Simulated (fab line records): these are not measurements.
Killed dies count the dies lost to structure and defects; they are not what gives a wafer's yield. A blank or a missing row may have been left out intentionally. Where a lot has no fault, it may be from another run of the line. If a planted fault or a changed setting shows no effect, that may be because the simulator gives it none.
Which tool did it? | flow gf180mcu | 7 lots with 20 wafers sampled at 2 steps, on a route of 602 steps

== WHAT THE GAUGES READ, wafer by wafer ==
GF_SAB_THK_MEAS_01.
lot  | measured     | on            | SAB_CVD_00_THK (nm)
L151 | day 14 09:17 | film-metro-01 | 48.5 50.3 49.4
L153 | day 15 02:19 | film-metro-02 | 50.4 49.2 51.1
L156 | day 16 03:43 | film-metro-01 | 51.0 51.1 51.3
L158 | day 17 03:01 | film-metro-04 | 49.8 50.4 50.9
L160 | day 18 14:53 | film-metro-02 | 49.5 50.6 50.5
L169 | day 20 21:22 | film-metro-01 | 38.4 38.7
L171 | day 21 13:11 | film-metro-02 | 49.4 49.6 49.1

== TOOL THAT RAN EACH LOT (tool first, then ch and the chambers of the sampled wafers, then the start) ==
lot  | GF_SAB_CVD_00
L151 | pecvd-01 ch 0,1, day 14 09:16
L153 | pecvd-03 ch 0,2, day 15 02:18
L156 | pecvd-02 ch 1,2, day 16 03:42
L158 | pecvd-03 ch 1,2, day 17 03:00
L160 | pecvd-03 ch 1,2, day 18 14:51
L169 | pecvd-03 ch 0,2, day 20 21:20
L171 | pecvd-01 ch 0,1,2, day 21 13:10
- GF_SAB_CVD_00: deposits SiO2 from TEOS, target thk 50 nm, time 4.9302 s.

== THE ANSWER, worked out from the rows above alone ==
Rule: the usual values come from the lots themselves. The widest of any qualifying gaps counts: lots, ordered by their means at a reading, are off when they make up no more than a third of the lots, leave a main group of 4 or more, and stand apart from it by 3 or more times the standard deviation of that group's means. A main group is skipped when, at the precision printed for the reading in the tables above, its means are all equal. A lot without any number at a reading at which 4 lots or more have one is off too. The other lots that the step has rows for count as sound.
Off: L169, seen at GF_SAB_THK_MEAS_01 (SAB_CVD_00_THK). Mean 50.1 nm and standard deviation 0.6 in the main group.
A tool fits if, at a process step before that reading, it ran every lot that is off, and no sound lot after the first of them. The gauges at GF_SAB_THK_MEAS_01 are tried like those tools. This does not decide it: 2 tools fit, namely pecvd-03 at GF_SAB_CVD_00 and film-metro-01 at GF_SAB_THK_MEAS_01.

== WHAT HAD BEEN PUT IN BY THE SIMULATOR ==
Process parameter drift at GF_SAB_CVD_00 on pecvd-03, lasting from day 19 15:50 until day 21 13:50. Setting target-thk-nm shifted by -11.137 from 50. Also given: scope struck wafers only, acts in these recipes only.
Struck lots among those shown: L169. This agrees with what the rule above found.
